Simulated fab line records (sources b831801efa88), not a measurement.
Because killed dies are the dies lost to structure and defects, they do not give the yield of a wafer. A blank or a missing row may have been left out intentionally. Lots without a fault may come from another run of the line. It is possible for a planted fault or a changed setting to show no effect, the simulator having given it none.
fab line records | flow gf180mcu
[record] lots = 5 | wafers = 15 | lastDay = 34
route steps=602 shown DNWELL@34 NWELL@42 LVPWELL@54
lots that met no fault: taken from a fault-free run of the same line
startH: the number of hours between the record's first day and the start of the first shown wafer of the lot | waitH: hours elapsed since this lot's preceding step | " repeats the value in the row above | L1.1+2: one row covering several wafers at once | - no value, or no start was given | * or withheld: withheld | < > ~ a bound
route shown NAME@n: names a module that has steps shown in the file, with the first one's number in the route | usual: the fault-free wafers' mean and standard deviation | same: alike in all rows | chamber/n: place in a boat | sites: each site's reading | _std_site: the standard deviation of these | _edge_site: the outer-site mean with the inner-site mean subtracted | radiusMm: how far each site lies from the wafer's centre | mask NAME#n: copy n | behind: tool/chamber where the wafer was last shaped | hold: the reason the lot was held/the length of the hold in hours/how it ended | device: the transistor (n, p or np) that didn't switch | end of line: tests of these same wafers at the route's end | for a step that has no rows: nothing shown but its recipe | killed: the dies lost at the first sort to structure and to defects; this is not the yield of the wafer | map: shows each die of a wafer: x if killed, . if not, _ if none is there
set.NAME: the setting the step ran with; set.NAME@STEP: the setting that earlier step ran with | model.NAME: the simulator's own value behind a step, which no gauge read
lots at selected steps of the route; one table per step, one row per wafer
services: when a tool's chamber went out of use (startH, in hours from the record's first day, below 0 if earlier), for how many hours, and the reason
[[steps]]
[step GF_DNWELL_COAT_02]
[recipe] spinRpm = 2000 | resistThkNm = 3000
[step GF_DNWELL_SOFTBAKE_03]
[recipe] tempC = 110 | timeS = withheld
[step GF_DNWELL_EXPOSE_04]
[recipe] maskId = DNWELL | targetCdNm = 1700 | na = 0.6 | sourceShape = conventional | sigmaOuter = 0.6 | doseMj = 260
[step GF_DNWELL_PEB_05]
[recipe] tempC = 115 | timeS = withheld
[step GF_DNWELL_DEVELOP_06]
[recipe] wallAngleDeg = 90 | developTimeS = 60 | devTempC = 23
[step GF_DNWELL_IMPLANT_07]
[recipe] species = P | energyKev = 1489 | doseCm2 = 1e+13 | tiltDeg = 0
[step GF_DNWELL_STRIP_08]
[recipe] chemistry = O2/N2 | powerW = 1400 | pressureMtorr = 1500 | platenTempC = 250 | o2FlowSccm = 3000 | n2FlowSccm = 300 | overashFraction = 0.5
[usual] drypumpMotorCurrentA = 5.7/0.3 | heaterPowerW = 346/23 | oesProductAu = 0.722/0.0049 | stripTimeToEndpointS = 36.97/0.097
lot.wafer | tool           | chamber | startH | waitH | drypumpMotorCurrentA | heaterPowerW | oesProductAu | rfHoursCounterH | stripTimeToEndpointS
L767.1    | plasmaAsher-03 | 1       | 48.03  | 0.1   | 5.8                  | 326          | 0.732        | 27              | 37.01
L767.2    | "              | 0       | "      | "     | 5.5                  | 318          | 0.723        | 27              | 36.96
L767.3    | "              | 0       | "      | "     | 5.5                  | 320          | 0.722        | -               | 37.00
L772.2    | plasmaAsher-01 | 0       | 72.94  | 0.1   | 5.8                  | 376          | 0.720        | 39              | 36.99
L772.3    | "              | 1       | "      | "     | 5.3                  | 341          | 0.731        | -               | 36.96
L772.5    | "              | 1       | "      | "     | 5.3                  | 343          | 0.731        | -               | 36.98
L784.1    | plasmaAsher-03 | 1       | 138.85 | 0.1   | 5.8                  | 329          | 0.730        | 37              | 36.97
L784.2    | "              | 0       | "      | "     | 5.4                  | 324          | 0.725        | 37              | 37.03
L784.3    | "              | 1       | "      | "     | 5.9                  | 329          | 0.725        | -               | 36.91
L786.3    | plasmaAsher-01 | 1       | 147.77 | 0.1   | 5.3                  | 326          | 0.721        | -               | 37.05
L786.4    | "              | 0       | "      | "     | 5.8                  | 372          | 0.726        | -               | 37.17
L786.5    | "              | 1       | "      | "     | 5.3                  | 332          | 0.721        | -               | 37.15
L788.1    | plasmaAsher-02 | 0       | 159.79 | 0.1   | 6.2                  | 389          | 0.725        | 4               | 36.91
L788.5    | "              | 0       | "      | "     | 6.2                  | 379          | 0.715        | -               | 36.94
L788.6    | "              | 1       | "      | "     | 6.0                  | 317          | 0.717        | -               | 36.86
[step GF_DNWELL_TW_MEAS_09]
[usual] DNWELL_TW = 1350/10
lot.wafer | tool         | chamber | startH | waitH | DNWELL_TW
L767.1    | filmMetro-04 | -       | 48.13  | 0.1   | 1361
L767.2    | "            | -       | "      | "     | 1365
L767.3    | "            | -       | "      | "     | 1369
L772.2    | filmMetro-03 | -       | 73.05  | 0.1   | 1355
L772.3    | "            | -       | "      | "     | 1345
L772.5    | "            | -       | "      | "     | 1349
L784.1    | filmMetro-04 | -       | 138.95 | 0.1   | 1353
L784.2    | "            | -       | "      | "     | 1363
L784.3    | "            | -       | "      | "     | 1362
L786.3    | filmMetro-02 | -       | 147.86 | 0.1   | 1342
L786.4    | "            | -       | "      | "     | 1345
L786.5    | "            | -       | "      | "     | 1342
L788.1    | filmMetro-03 | -       | 159.89 | 0.1   | 1369
L788.5    | "            | -       | "      | "     | 1367
L788.6    | "            | -       | "      | "     | 1367
[step GF_NWELL_DEHYDRATE_00]
[recipe] tempC = 200 | timeS = 60
[step GF_NWELL_HMDS_01]
[recipe] primeTimeS = 60 | primeTempC = 120
[step GF_NWELL_COAT_02]
[recipe] spinRpm = 2000 | resistThkNm = 3000
[step GF_NWELL_SOFTBAKE_03]
[recipe] tempC = 110 | timeS = withheld
[step GF_NWELL_EXPOSE_04]
[recipe] maskId = Nwell | targetCdNm = 860 | na = 0.6 | sourceShape = conventional | sigmaOuter = 0.6 | doseMj = 260
[usual] focusOffsetNm = 0.0/0.54 | stageVelMmS = 500.01/0.24
[same] na = 0.6
lot.wafer | tool            | chamber | startH | waitH | mask     | focusOffsetNm | stageVelMmS
L767.1    | ilineStepper-02 | 0       | 54.23  | -     | Nwell#0  | 0.4           | 499.83
L767.2    | "               | 0       | "      | "     | Nwell#0  | 0.2           | 500.37
L767.3    | "               | 0       | "      | "     | Nwell#0  | 0.6           | 500.07
L772.2    | ilineStepper-02 | 0       | 79.18  | -     | DNWELL#0 | -0.2          | 500.33
L772.3    | "               | 0       | "      | "     | DNWELL#0 | -0.6          | 500.06
L772.5    | "               | 0       | "      | "     | DNWELL#0 | -0.8          | 499.93
L784.1    | ilineStepper-02 | 0       | 146.51 | -     | Nwell#0  | -0.2          | 499.55
L784.2    | "               | 0       | "      | "     | Nwell#0  | 0.1           | 500.00
L784.3    | "               | 0       | "      | "     | Nwell#0  | -0.2          | 500.01
L786.3    | ilineStepper-01 | 0       | 156.26 | -     | Nwell#0  | -0.3          | 499.99
L786.4    | "               | 0       | "      | "     | Nwell#0  | 0.2           | 500.00
L786.5    | "               | 0       | "      | "     | Nwell#0  | 0.0           | 499.69
L788.1    | ilineStepper-02 | 0       | 168.03 | -     | Nwell#0  | 0.1           | 500.10
L788.5    | "               | 0       | "      | "     | Nwell#0  | -0.6          | 500.53
L788.6    | "               | 0       | "      | "     | Nwell#0  | -0.4          | 500.30
[step GF_NWELL_PEB_05]
[recipe] tempC = 115 | timeS = withheld
[step GF_NWELL_DEVELOP_06]
[recipe] wallAngleDeg = 90 | developTimeS = 60 | devTempC = 23
[step GF_NWELL_OVL_MEAS_07]
[usual] NWELL_OVL = 0.0/1.1
lot.wafer | tool       | chamber | startH | waitH | NWELL_OVL[nm]
L767.1    | overlay-01 | -       | 60.65  | -     | 2.4
L767.2    | "          | -       | "      | "     | -0.2
L767.3    | "          | -       | "      | "     | -1.2
L772.2    | overlay-02 | -       | 85.65  | -     | -
L772.3    | "          | -       | "      | "     | -
L772.5    | "          | -       | "      | "     | -
L784.1    | overlay-01 | -       | 154.25 | -     | 0.5
L784.2    | "          | -       | "      | "     | -1.0
L784.3    | "          | -       | "      | "     | -1.3
L786.3    | overlay-02 | -       | 163.51 | -     | -0.2
L786.4    | "          | -       | "      | "     | -1.3
L786.5    | "          | -       | "      | "     | 1.2
L788.1    | overlay-01 | -       | 176.03 | -     | -1.0
L788.5    | "          | -       | "      | "     | -0.7
L788.6    | "          | -       | "      | "     | 0.5
[step GF_NWELL_IMPLANT_08]
[recipe] species = P | energyKev = 450 | doseCm2 = 1.5e+13 | tiltDeg = 0
[step GF_NWELL_IMPLANT_09]
[recipe] species = P | energyKev = 160 | doseCm2 = 4e+12 | tiltDeg = 0
[step GF_NWELL_STRIP_10]
[recipe] chemistry = O2/N2 | powerW = 1400 | pressureMtorr = 1500 | platenTempC = 250 | o2FlowSccm = 3000 | n2FlowSccm = 300 | overashFraction = 0.5
[usual] drypumpMotorCurrentA = 5.97/0.22 | heaterPowerW = 345/25 | oesProductAu = 0.722/0.0046 | stripTimeToEndpointS = 37.00/0.093
lot.wafer | tool           | chamber | startH | waitH | drypumpMotorCurrentA | heaterPowerW | oesProductAu | rfHoursCounterH | stripTimeToEndpointS
L767.1    | plasmaAsher-04 | 1       | 60.98  | 0.1   | 5.83                 | 379          | 0.722        | 40              | 36.85
L767.2    | "              | 0       | "      | "     | 6.17                 | 351          | 0.720        | 40              | 36.95
L767.3    | "              | 0       | "      | "     | 6.17                 | 351          | 0.724        | -               | 37.00
L772.2    | plasmaAsher-02 | 1       | 85.98  | 0.1   | 5.97                 | 321          | 0.727        | 44              | 36.91
L772.3    | "              | 0       | "      | "     | 6.22                 | 352          | 0.723        | -               | 36.87
L772.5    | "              | 0       | "      | "     | 6.20                 | 359          | 0.710        | -               | 36.90
L784.1    | plasmaAsher-02 | 0       | 154.58 | 0.1   | 6.22                 | 370          | 0.720        | 4               | 36.88
L784.2    | "              | 1       | "      | "     | 5.98                 | 311          | 0.720        | 4               | 36.92
L784.3    | "              | 0       | "      | "     | 6.17                 | 371          | 0.715        | -               | 37.04
L786.3    | plasmaAsher-04 | 0       | 163.87 | 0.1   | 6.17                 | 343          | 0.715        | -               | 36.98
L786.4    | "              | 1       | "      | "     | 5.83                 | 380          | 0.721        | -               | 36.95
L786.5    | "              | 0       | "      | "     | 6.15                 | 351          | 0.723        | -               | 37.13
L788.1    | plasmaAsher-03 | 0       | 176.37 | 0.1   | 5.45                 | 325          | 0.724        | 41              | 37.10
L788.5    | "              | 0       | "      | "     | 5.45                 | 325          | 0.715        | -               | 37.16
L788.6    | "              | 1       | "      | "     | 5.83                 | 325          | 0.725        | -               | 37.13
[step GF_NWELL_TW_MEAS_11]
[usual] NWELL_TW = 1576/12
lot.wafer | tool         | chamber | startH | waitH | NWELL_TW
L767.1    | filmMetro-03 | -       | 61.20  | 0.2   | 1558
L767.2    | "            | -       | "      | "     | 1563
L767.3    | "            | -       | "      | "     | 1559
L772.2    | filmMetro-03 | -       | 86.09  | 0.1   | 30
L772.3    | "            | -       | "      | "     | 30
L772.5    | "            | -       | "      | "     | 30
L784.1    | filmMetro-01 | -       | 154.68 | 0.1   | 1572
L784.2    | "            | -       | "      | "     | 1578
L784.3    | "            | -       | "      | "     | 1580
L786.3    | filmMetro-03 | -       | 163.95 | 0.1   | 1600
L786.4    | "            | -       | "      | "     | 1600
L786.5    | "            | -       | "      | "     | 1596
L788.1    | filmMetro-01 | -       | 176.47 | 0.1   | 1575
L788.5    | "            | -       | "      | "     | 1582
L788.6    | "            | -       | "      | "     | 1577
[step GF_LVPWELL_DEHYDRATE_00]
[recipe] tempC = 200 | timeS = 60
[[services]]
tool            | chamber | startH | hours | kind
ilineStepper-01 | 0       | 52.60  | -     | calibration
ilineStepper-02 | 0       | 59.15  | -     | calibration
plasmaAsher-04  | -       | 67.40  | 14.6  | pm
plasmaAsher-01  | -       | 78.91  | 3.9   | repair
ilineStepper-01 | -       | 89.74  | 0.6   | repair
ilineStepper-01 | -       | 90.31  | 1.7   | pm
plasmaAsher-01  | -       | 96.67  | 2.3   | repair
ilineStepper-02 | -       | 102.14 | 4.4   | pm
plasmaAsher-02  | -       | 108.75 | 9.0   | pm
plasmaAsher-02  | 0       | 108.75 | 9.0   | ventCycle
plasmaAsher-02  | 1       | 108.75 | 9.0   | ventCycle
plasmaAsher-02  | 0       | 117.75 | -     | clean
plasmaAsher-02  | 1       | 117.75 | -     | clean
ilineStepper-02 | -       | 140.36 | 1.7   | repair
ilineStepper-02 | -       | 144.37 | 1.7   | pm
plasmaAsher-03  | -       | 163.02 | 3.9   | repair
[[key]]
[firstSign] step = GF_NWELL_EXPOSE_04 | reading = mask | direction = changed
[effect] step = GF_NWELL_OVL_MEAS_07 | reading = NWELL_OVL | direction = missing
[effect] step = GF_NWELL_TW_MEAS_11 | reading = NWELL_TW | direction = down | sigmas = 99+ | usual = 1576 | struck = 30
metAt GF_NWELL_EXPOSE_04
struckWafers L772.2,L772.3,L772.5
sortLeftOut L772.2,L772.3,L772.5
testerLeftOut L772
onsetBetween 54.23 79.18
[fault] kind = wrongMask | tool = any | chamber = - | onsetH = 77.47 | steps = GF_NWELL_EXPOSE_04 | auxCopy = DNWELL#0 | scope = struckLotsOnly
// testerLeftOut: of these lots the tester's yield and bins aren't shown, on N5 and GAA mostly nor the transistor test; their killed dies are dies lost to structure and defects alone, not to doping, threshold or leakage, so they don't give the yield
// sortLeftOut: the simulated sort isn't trusted on such a fault, so these wafers' sort isn't shown, and their yield isn't known
